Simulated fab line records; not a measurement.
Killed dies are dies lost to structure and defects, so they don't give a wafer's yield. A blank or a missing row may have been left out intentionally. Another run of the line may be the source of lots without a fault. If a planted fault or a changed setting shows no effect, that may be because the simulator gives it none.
One fault seen from 2 desks :: flow sky130 :: only its own numbers are on each desk; what lay behind them is given at the end

## THE TOOL OWNER'S DESK: rie-metal-04
The tool's own readings at SKY_METAL4_METAL_ETCH_18 (etches the open film in Cl2/BCl3, stops on SiO2, target depth 845 nm, time 183.1 s): means of the sampled wafers that have a number, for each lot that ran on this tool. If a lot's mean is further than 4 standard deviations from the usual mean, the lot is out of limits and carries the mark OUT (the distance appears in the brackets).
Columns: A = chamber-pressure-mTorr at SKY_METAL4_METAL_ETCH_18, usual 10.000 mTorr; B = drypump-motor-current-A at SKY_METAL4_METAL_ETCH_18, usual 6.1 A; C = oes-product-au at SKY_METAL4_METAL_ETCH_18, usual 0.866 a.u.; D = run-length-s at SKY_METAL4_METAL_ETCH_18, usual 211.3 s; E = throttle-valve-pct at SKY_METAL4_METAL_ETCH_18, usual 22.265 %
lot: L133
first seen here: day 43 06:04
A: 9.999
B: 6.4
C: 0.868
D: 210.7
E: 22.271

lot: L135
first seen here: day 44 00:14
A: 10.002
B: 6.4
C: 0.869
D: 210.7
E: 22.275

lot: L136
first seen here: day 44 05:13
A: 10.005
B: 6.0
C: 0.863
D: 211.2
E: 22.268

lot: L138
first seen here: day 44 17:13
A: 10.001
B: 6.2
C: 0.866
D: 210.9
E: 22.270

lot: L143
first seen here: day 45 22:29
A: 10.011
B: 6.4
C: 0.835 (-5.3) OUT
D: 223.7 (+31) OUT
E: 22.264
Finding of this desk: L143 out of limits; the first was L143 at day 45 22:29, on oes-product-au at SKY_METAL4_METAL_ETCH_18. Within limits: L133, L135, L136, L138.

## THE METROLOGY DESK
Means of the sampled wafers that have a number, per lot and without regard to the tool the lot ran on: this is what the gauges read. If a lot's mean is further than 4 standard deviations from the usual mean, the lot is out of limits and carries the mark OUT (the distance appears in the brackets).
Columns: A = METAL4_OVL at SKY_METAL4_OVL_MEAS_14, usual 1 nm
lot: L128
first seen here: day 41 13:53
A: 4

lot: L131
first seen here: day 42 14:40
A: -1

lot: L133
first seen here: day 43 05:52
A: 7

lot: L135
first seen here: day 44 00:04
A: 8

lot: L136
first seen here: day 44 05:02
A: 1

lot: L138
first seen here: day 44 17:02
A: -3

lot: L143
first seen here: day 45 22:19
A: 3

lot: L149
first seen here: day 47 14:38
A: -1

lot: L150
first seen here: day 47 17:13
A: -3

lot: L151
first seen here: day 47 22:47
A: -4
Finding of this desk: none of the 10 lots has anything out of limits.

## BROUGHT TOGETHER
On L143, at day 45 22:29, an alarm was possible from the tool owner's desk.
At the metrology desk, nothing out of limits was observed.
The metrology desk holds a record of L143, inside its limits.
All the named lots went through SKY_METAL4_METAL_ETCH_18 on rie-metal-04.

## WHAT THE SIMULATOR HAD PUT IN
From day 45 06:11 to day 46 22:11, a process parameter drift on rie-metal-04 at SKY_METAL4_METAL_ETCH_18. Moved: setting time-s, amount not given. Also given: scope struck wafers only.
Shown lots that were struck: L143.
Hours from the fault's start to each desk's first reading out of limits: the tool owner's desk, 16.
